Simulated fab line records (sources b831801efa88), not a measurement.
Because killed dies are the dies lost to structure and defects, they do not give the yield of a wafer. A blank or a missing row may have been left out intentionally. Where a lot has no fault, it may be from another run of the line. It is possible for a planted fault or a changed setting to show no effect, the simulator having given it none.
8D (eight disciplines) problem report, filled in by code -- flow sky130 -- the parts of the form that need people (team, actions taken, sign-off) are left out

1. WHAT WENT WRONG
Mean of cdNm at SKY_SD_N_CD_MEAS_07: 440.2 nm across 2 wafers in 2 lots; on wafers with no fault it is 379.8 nm (standard deviation 2.4). Relative to the usual mean, that is a shift of +25 standard deviations.
The step: target cd 380 nm.
Seen first at day 34 12:50 on cdSem-01, wafer L198.2. The record holds 33 wafers of 11 lots with a number at this step. By rule, "out" or "out of limits" means more than 4 standard deviations away from the usual mean. Any other wafer with a number is counted as sound.

2. WHAT THIS IS AND IS NOT
question,is,is not
which readings at this step,cdNm,-
which lots,"L198, L199","L181, L183, L184, L186, L187, L188, L189, L190, L196"
which wafers of those lots,"L198.2, L199.2","L198.1, L198.4, L199.3, L199.6"
read on which gauges,"cdSem-01, cdSem-02",-
when,from day 34 12:50,up to then (29 sound wafers); but 2 sound wafers of L199 came after

3. SUSPECTS, AND WHAT RULES EACH OUT
Counting: any tool at a process step up to the reading remains a suspect provided it ran every lot that is out. Sound lots after the first of them don't rule it out here, since some wafers of a struck lot are sound.
- ruled out: the gauge at SKY_SD_N_CD_MEAS_07. 2 gauges (cdSem-01, cdSem-02) read the wafers that are out.
- lithoTrack-01 at SKY_SD_N_COAT_02 (resist thk 1140 nm): kept. Every lot that is out went through it, the first being L198 (day 34 00:05); the last sound lot it ran before that was L190 (day 31 10:53).
Remaining after the count: lithoTrack-01 at SKY_SD_N_COAT_02.

4. THE CAUSE (what the simulator had put in)
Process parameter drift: lithoTrack-01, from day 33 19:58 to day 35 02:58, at SKY_SD_N_COAT_02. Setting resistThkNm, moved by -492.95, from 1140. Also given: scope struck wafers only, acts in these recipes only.
After counting, this tool was the only one left.

5. THE EFFECT CHAIN, in route order
Rows list readings where the struck wafers' mean (over those with a number) sits beyond 3 standard deviations from the usual. Only readings whose record carries a usual standard deviation are examined. hours: median over the lots of the time between each lot's start at the first step of this table that gives one and its start at this step. sigmas: the change, counted in usual standard deviations.
hours,step,reading,usual,on struck wafers,change,sigmas
0,SKY_SD_N_CD_MEAS_07,cdNm,379.8 nm,440.2,+60.4,+25
0,SKY_SD_N_STRIP_11,oesProductAu,0.528 a.u.,0.463,-0.066,-14
0,SKY_SD_N_STRIP_11,stripTimeToEndpointS,22.57 s,16.98,-5.59,-99 or more
Here are the process steps it includes:
- SKY_SD_N_STRIP_11: strips in O2/N2.
Later steps that measure or inspect, where all struck wafers having a row at the step show a number for every such reading and not one has moved that far: SKY_LOCAL_INTERCONNECT_RS_MEAS_01.

6. HOW IT WOULD HAVE BEEN CAUGHT EARLIER
In this record the first reading out of limits at a measuring or inspecting step was taken at day 34 12:50, 17 hours after the fault began at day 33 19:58.
Of the tool readings at SKY_SD_N_COAT_02 for which the record gives a usual standard deviation, none was out on any struck wafer, so an alarm limit of 4 standard deviations on them would not have fired.
All the lots that are out (2) had begun SKY_SD_N_COAT_02 on lithoTrack-01 by day 34 12:50. A hold on the tool at that time would have spared none of them.
